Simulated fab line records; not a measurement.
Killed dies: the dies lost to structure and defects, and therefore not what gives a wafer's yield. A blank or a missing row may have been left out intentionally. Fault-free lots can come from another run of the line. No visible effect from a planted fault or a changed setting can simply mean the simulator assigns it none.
A lot that was struck, set against a sound lot :: flow sky130 :: 33 out of 708 route steps
Sound: these wafers, L569.2, L569.3, L569.6. The struck wafers were L578.4, L578.5, L578.6. At the end, the cause is stated.
Order at every step that has rows: each side's tool, ch and its chambers, its first start. Under that, the readings that differ: sound wafers :: struck wafers :: difference of the means :: sigmas: that difference in standard deviations of wafers without a fault.
alike: readings with means less than 2 such deviations apart, plus words and numbers identical on both sides. not compared: withheld readings, readings lacking a value on some wafer, bounds such as >300 that could conceal the same value, and numbers that have no deviation in the record and whose values overlap.
Wherever a step has rows on one side only, a row that says differs or no value, or a row with sigmas, the two part there. Non-overlapping numbers with no deviation appear without sigmas and do not part them. Lack of a reading on every wafer of one side parts them only where that side has two or more wafers.

SKY_METAL3_CD_MEAS_13: the cd target is 300 nm.
  sound on cd_sem-02, day 41 06:23; struck on cd_sem-01, day 43 16:09
  alike: cd_nm
SKY_METAL3_OVL_MEAS_14:
  sound on overlay-02, day 41 06:30; struck on overlay-02, day 43 16:14
  alike: METAL3_OVL
SKY_METAL3_DESCUM_15: chemistry O2, time 8 s.
  sound on rie_metal-02 ch 1, day 41 06:32; struck on rie_metal-03 ch 0,1, day 43 16:16
  alike: drypump_motor_current_A, oes_product_au
  not compared: rf_hours_counter_h
SKY_METAL3_ETCH_16: etches BARC in N2/H2, stops on SiO2, time 88.2 s, target depth 60 nm.
  sound on rie_metal-02 ch 1, day 41 06:34; struck on rie_metal-03 ch 0,1, day 43 16:19
  alike: drypump_motor_current_A, oes_product_au, throttle_valve_pct
  not compared: rf_hours_counter_h
SKY_METAL3_ETCH_17: etches SiO2 in C4F8/O2/Ar, stops on TiN, time 3.9 s, target depth 15 nm.
  sound on rie_diel-02 ch 2,3, day 41 06:40; struck on rie_diel-04 ch 0,1,3, day 43 16:23
  alike: oes_product_au
then, 1 step without rows for these wafers: SKY_METAL3_METAL_ETCH_18 (etches the open film in Cl2/BCl3, stops on SiO2, target depth 845 nm, time 183.1 s).
SKY_METAL3_STRIP_19: strips in O2/N2.
  sound on plasma_asher-04 ch 0,1, day 41 07:02; struck on plasma_asher-01 ch 0,1, day 43 16:37
reading: oes_product_au (a.u.)
sound: 0.514 0.514 0.520
struck: 0.503 0.503 0.502
difference: -0.013
sigmas: -2
  alike: drypump_motor_current_A, strip_time_to_endpoint_s
  not compared: rf_hours_counter_h
then, 4 steps without rows for these wafers: SKY_METAL3_STRIP_20 (strips in post etch residue remover, time 1200 s); SKY_METAL3_CLEAN_21 (cleans in IPA, time 180 s); SKY_METAL3_CLEAN_22 (cleans in O3/DIW); SKY_VIA3_HDPCVD_00 (deposits SiO2, target thk 1635 nm, time 272.5 s).
SKY_VIA3_THK_MEAS_01:
  sound on film_metro-03, day 41 07:50; struck on film_metro-02, day 43 17:23
  alike: VIA3_HDPCVD_THK
SKY_VIA3_CMP_02: polishes SiO2.
  sound on cmp-02 ch 1,3, day 41 07:53; struck on cmp-01 ch 0,2,3, day 43 20:36
  no value came back on the struck wafers for edge_zone_pressure_frac, head_pressure_psi (psi), motor_current_A (A); on the sound wafers edge_zone_pressure_frac reads 0.997 0.999 0.998
reading: model.SiO2_of_VIA3_HDPCVD_00.thk_nm (nm)
sound: 463.8 465.6 464.6
struck: 1634 1634 1642
difference: +1172
sigmas: 
SKY_VIA3_BOW_MEAS_03:
  sound on film_metro-02, day 41 08:13; struck on film_metro-03, day 43 20:49
reading: VIA3_BOW (um)
sound: 81 82 80
struck: 125 127 137
difference: +49
sigmas: +6
then, 8 steps without rows for these wafers: SKY_VIA3_DEHYDRATE_04 (time 60 s); SKY_VIA3_HMDS_05 (prime time 60 s); SKY_VIA3_COAT_06 (resist thk 60 nm); SKY_VIA3_COAT_07 (resist thk 450 nm); SKY_VIA3_SOFTBAKE_08 (time 90 s); SKY_VIA3_EXPOSE_09 (exposes mask VIM3, target cd 200 nm); SKY_VIA3_PEB_10; SKY_VIA3_DEVELOP_11 (develop time 60 s).
SKY_VIA3_CD_MEAS_12: the cd target is 200 nm.
  sound on cd_sem-02, day 42 08:38; struck on cd_sem-01, day 44 18:50
  alike: cd_nm
SKY_VIA3_OVL_MEAS_13:
  sound on overlay-01, day 42 08:45; struck on overlay-02, day 44 18:55
  alike: VIA3_OVL
SKY_VIA3_ETCH_14: etches BARC in N2/H2, stops on SiO2, time 45.9 s, target depth 60 nm.
  sound on rie_diel-04 ch 1,3, day 42 08:47; struck on rie_diel-03 ch 0,2,3, day 44 18:56
  alike: drypump_motor_current_A, oes_product_au, throttle_valve_pct
  not compared: rf_hours_counter_h
SKY_VIA3_ETCH_15: etches SiO2 in C4F8/O2/Ar, stops on TiN, target depth 507 nm, time 78 s.
  sound on rie_diel-04 ch 1,3, day 42 08:49; struck on rie_diel-03 ch 0,2,3, day 44 18:58
reading: oes_product_au (a.u.)
sound: 0.947 0.941 0.941
struck: 1.593 1.604 1.643
difference: +0.670
sigmas: +99 or more

reading: model.VIA3.feature_depth_nm (nm)
sound: 463.8 465.6 464.6
struck: 492.4 498.6 513.2
difference: +36.7
sigmas: 

reading: model.etch.depth_nm (nm)
sound: 463.8 465.6 464.6
struck: 492.4 498.6 513.2
difference: +36.7
sigmas: 
  not compared: rf_hours_counter_h
then, 6 steps without rows for these wafers: SKY_VIA3_STRIP_16 (strips in O2/N2); SKY_VIA3_STRIP_17 (strips in post etch residue remover, time 1200 s); SKY_VIA3_CLEAN_18 (cleans in IPA, time 180 s); SKY_VIA3_CLEAN_19 (cleans in O3/DIW); SKY_VIA3_SPUTTER_20 (material TiN, target thk 20 nm, time 80 s); SKY_VIA3_CVD_21 (deposits W, target thk 390 nm, time 117.31 s).
SKY_VIA3_CMP_24: polishes, stops on SiO2, t overpolish 20 s, target thk 0 nm.
  sound on cmp-02 ch 0,1, day 42 09:56; struck on cmp-02 ch 0,3, day 44 20:02
reading: model.SiO2_of_VIA3_HDPCVD_00.thk_nm (nm)
sound: 459.4 461.2 460.2
struck: 1629 1630 1638
difference: +1172
sigmas: 
  alike: edge_zone_pressure_frac, head_pressure_psi, motor_current_A

WHERE THEY PART
At SKY_METAL3_STRIP_19 first; at SKY_VIA3_ETCH_15 last (within this record only). Later steps at which nothing parts them and some readings are alike: SKY_VIA3_CMP_24.

WHY: the cause the simulator had injected
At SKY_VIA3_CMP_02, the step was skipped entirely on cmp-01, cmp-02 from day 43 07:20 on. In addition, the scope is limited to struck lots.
